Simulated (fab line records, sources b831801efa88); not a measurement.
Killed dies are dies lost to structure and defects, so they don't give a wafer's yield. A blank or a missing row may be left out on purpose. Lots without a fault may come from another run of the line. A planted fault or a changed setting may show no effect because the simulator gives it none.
Problem report in the 8D (eight disciplines) form, filled by code | flow sky130 | the parts of the form that need people (team, actions taken, sign-off) are left out

1. THE PROBLEM
dose_ions_cm2 at SKY_LDD_N_IMPLANT_11 reads a mean of 6.928e+13 on 6 wafers of 2 lots; wafers without a fault read 7.501e+13 with a standard deviation of 8.4e+10. That is -68 standard deviations from the usual mean.
First seen on wafer L589.1, day 20 09:30, on implanter-01. The record holds 39 wafers of 13 lots with a number at this step. Rule for "out", or "out of limits": more than 4 standard deviations from the usual mean. The other wafers with a number count as sound.

2. WHAT IT IS AND WHAT IT IS NOT
question                    | is                     | is not
which readings at this step | dose_ions_cm2          | -
which lots                  | L589, L590             | L583, L584, L585, L588, L597, L599, L600, L601, L602, L603, L605
which wafers of those lots  | all that have a number | -
read on which tools         | implanter-01           | implanter-02, implanter-03
when                        | from day 20 09:30      | up to then (12 sound wafers); but 21 sound wafers of L597, L599, L600, L601, L602, L603, L605 came after

3. SUSPECTS, AND WHAT RULES EACH OUT
Counting: a tool at a process step up to the reading stays a suspect if it ran every lot that is out and no sound lot after the first of them.
- implanter-01 at SKY_LDD_N_IMPLANT_11: ruled out as a lasting fault. Sound lots L600 ran on it after its first lot that is out, L589 (day 20 09:30).
Left after counting: nothing in the record.

4. THE CAUSE (what the simulator had put in)
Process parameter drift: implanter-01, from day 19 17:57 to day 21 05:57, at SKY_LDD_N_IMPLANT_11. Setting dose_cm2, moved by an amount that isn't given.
Counting ruled it out, wrongly.

5. THE CHAIN OF EFFECTS, in route order
Each row: a reading whose mean over the struck wafers that have a number lies more than 3 standard deviations from the usual. Only readings for which the record gives a usual standard deviation are gone through. hours: the time from each lot's start at the first step in this table that gives one to its start at this step, as a median over the lots. sigmas: the change in usual standard deviations.
hours | step                 | reading            | usual     | on struck wafers | change     | sigmas
0     | SKY_LDD_N_IMPLANT_11 | dose_ions_cm2      | 7.501e+13 | 6.928e+13        | -5.733e+12 | -68
0     | SKY_LDD_N_IMPLANT_11 | faraday_current_uA | 423       | 391              | -32        | -4.1
The process steps in it:
- SKY_LDD_N_IMPLANT_11
Later measuring or inspecting steps at which every struck wafer that the step has a row for has a number for every such reading, and none has moved that far: SKY_CONTACT_BOW_MEAS_05.

6. WHAT WOULD HAVE CAUGHT IT SOONER
In this record the first reading out of limits was taken at day 20 09:30, 16 hours after the fault began at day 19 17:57.
